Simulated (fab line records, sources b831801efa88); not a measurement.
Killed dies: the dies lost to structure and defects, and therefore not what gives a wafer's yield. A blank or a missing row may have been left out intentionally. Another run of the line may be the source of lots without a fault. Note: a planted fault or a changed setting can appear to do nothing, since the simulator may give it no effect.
Which tool was responsible? + flow sky130 + 13 lots, 39 wafers sampled, at 3 steps of a route of 708

WHAT THE GAUGES READ, wafer by wafer
SKY_CAP2M_THK_MEAS_04: measures by xrf.
| lot  | measured     | on           | CAP2M_TIN_THK (nm) |
|------|--------------|--------------|--------------------|
| L820 | day 40 01:16 | filmMetro-02 | 202.5 200.7 201.6  |
| L821 | day 40 11:51 | filmMetro-03 | 198.6 204.8 199.5  |
| L824 | day 41 06:10 | filmMetro-02 | 199.2 199.9 198.7  |
| L825 | day 41 19:41 | filmMetro-02 | 205.0 202.2 204.3  |
| L826 | day 42 12:16 | filmMetro-02 | 200.5 200.1 200.3  |
| L828 | day 42 13:09 | filmMetro-04 | 201.2 201.8 198.5  |
| L827 | day 42 17:04 | filmMetro-04 | 199.0 204.8 199.8  |
| L829 | day 42 23:35 | filmMetro-02 | 201.5 203.8 203.4  |
| L832 | day 43 10:51 | filmMetro-03 | 193.6 199.0 194.8  |
| L835 | day 44 04:50 | filmMetro-02 | 203.2 206.1 208.1  |
| L836 | day 44 05:18 | filmMetro-02 | 204.2 205.9 204.0  |
| L837 | day 44 19:45 | filmMetro-02 | 200.1 200.3 199.4  |
| L839 | day 45 06:21 | filmMetro-04 | 200.3 197.7 198.1  |

SKY_VIA4_THK_MEAS_20: measures by xrf.
| lot  | measured     | on           | VIA4_W_THK (nm) |
|------|--------------|--------------|-----------------|
| L820 | day 43 03:41 | filmMetro-01 | 490 487 488     |
| L821 | day 43 14:11 | filmMetro-01 | 478 495 493     |
| L824 | day 44 05:37 | filmMetro-01 | 482 489 490     |
| L825 | day 44 18:32 | filmMetro-03 | 486 491 490     |
| L826 | day 45 09:47 | filmMetro-01 | 483 498 487     |
| L828 | day 45 11:08 | filmMetro-03 | 496 496 482     |
| L827 | day 45 14:13 | filmMetro-01 | 500 510 485     |
| L829 | day 45 20:15 | filmMetro-03 | 494 491 498     |
| L832 | day 46 07:27 | filmMetro-01 | 493 492 491     |
| L835 | day 46 23:59 | filmMetro-02 | 486 503 496     |
| L836 | day 47 00:20 | filmMetro-01 | 502 492 490     |
| L837 | day 47 12:25 | filmMetro-01 | 502 494 493     |
| L839 | day 47 23:58 | filmMetro-01 | 508 491 505     |

TOOL THAT RAN EACH LOT (tool first, then ch and the chambers of the sampled wafers, then the start)
| lot  | SKY_PWDE_STRIP_09                  |
|------|------------------------------------|
| L820 | plasmaAsher-03 ch 0,1, day 4 04:00 |
| L821 | plasmaAsher-04 ch 0,1, day 4 16:45 |
| L824 | plasmaAsher-04 ch 0,1, day 5 02:18 |
| L825 | plasmaAsher-03 ch 0,1, day 5 14:36 |
| L826 | plasmaAsher-04 ch 0,1, day 6 04:46 |
| L828 | plasmaAsher-04 ch 0,1, day 6 05:09 |
| L827 | plasmaAsher-04 ch 0,1, day 6 05:32 |
| L829 | plasmaAsher-03 ch 0,1, day 6 06:28 |
| L832 | plasmaAsher-04 ch 0,1, day 6 21:05 |
| L835 | plasmaAsher-03 ch 0,1, day 7 09:50 |
| L836 | plasmaAsher-03 ch 0,1, day 7 15:35 |
| L837 | plasmaAsher-03 ch 0,1, day 8 00:13 |
| L839 | plasmaAsher-03 ch 0,1, day 8 15:14 |
- SKY_PWDE_STRIP_09: strips in O2/N2.

AS READ BY THE TOOLS THEMSELVES (means over the sampled wafers that have a number; for cases with no such wafer, the mark the record gives instead)
SKY_PWDE_STRIP_09.
| lot  | tool           | drypumpMotorCurrentA (A) | oesProductAu (a.u.) | stripTimeToEndpointS (s) |
|------|----------------|--------------------------|---------------------|--------------------------|
| L820 | plasmaAsher-03 | 6.2                      | 0.725               | 36.93                    |
| L821 | plasmaAsher-04 | 5.6                      | 0.722               | 36.98                    |
| L824 | plasmaAsher-04 | 5.6                      | 0.723               | 36.82                    |
| L825 | plasmaAsher-03 | 6.2                      | 0.717               | 36.79                    |
| L826 | plasmaAsher-04 | 5.8                      | 0.718               | 37.02                    |
| L828 | plasmaAsher-04 | 5.6                      | 0.721               | 36.91                    |
| L827 | plasmaAsher-04 | 5.6                      | 0.723               | 36.93                    |
| L829 | plasmaAsher-03 | 6.4                      | 0.723               | 36.72                    |
| L832 | plasmaAsher-04 | 5.6                      | 0.719               | 36.97                    |
| L835 | plasmaAsher-03 | 6.2                      | 0.720               | 36.85                    |
| L836 | plasmaAsher-03 | 6.2                      | 0.721               | 36.97                    |
| L837 | plasmaAsher-03 | 6.2                      | 0.725               | 37.00                    |
| L839 | plasmaAsher-03 | 6.2                      | 0.724               | 36.91                    |

THE ANSWER, worked out from the rows above alone
Rule: what is usual is taken from the lots themselves. Put in order of their means at a reading, lots are off if they are a third of the lots or fewer, leave a main group of 4 or more, and stand apart from it by a gap of 3 or more times the standard deviation of the main group's means; of several such gaps the widest counts. A main group is skipped when, at the precision printed for the reading in the tables above, its means are all equal. Also off: a lot with no number at a reading for which 4 or more lots have one. All remaining lots with rows at the step are treated as sound. Order of review: gauges by route order, followed by the tools' own readings, for which a lot's mean as printed above is used. The first step at which some lot is off is used, and at that step the reading that is off furthest; a lot without a number counts as furthest.
No lot is off on any of the readings shown, so nothing can be concluded from this.

WHAT THE SIMULATOR HAD PUT IN
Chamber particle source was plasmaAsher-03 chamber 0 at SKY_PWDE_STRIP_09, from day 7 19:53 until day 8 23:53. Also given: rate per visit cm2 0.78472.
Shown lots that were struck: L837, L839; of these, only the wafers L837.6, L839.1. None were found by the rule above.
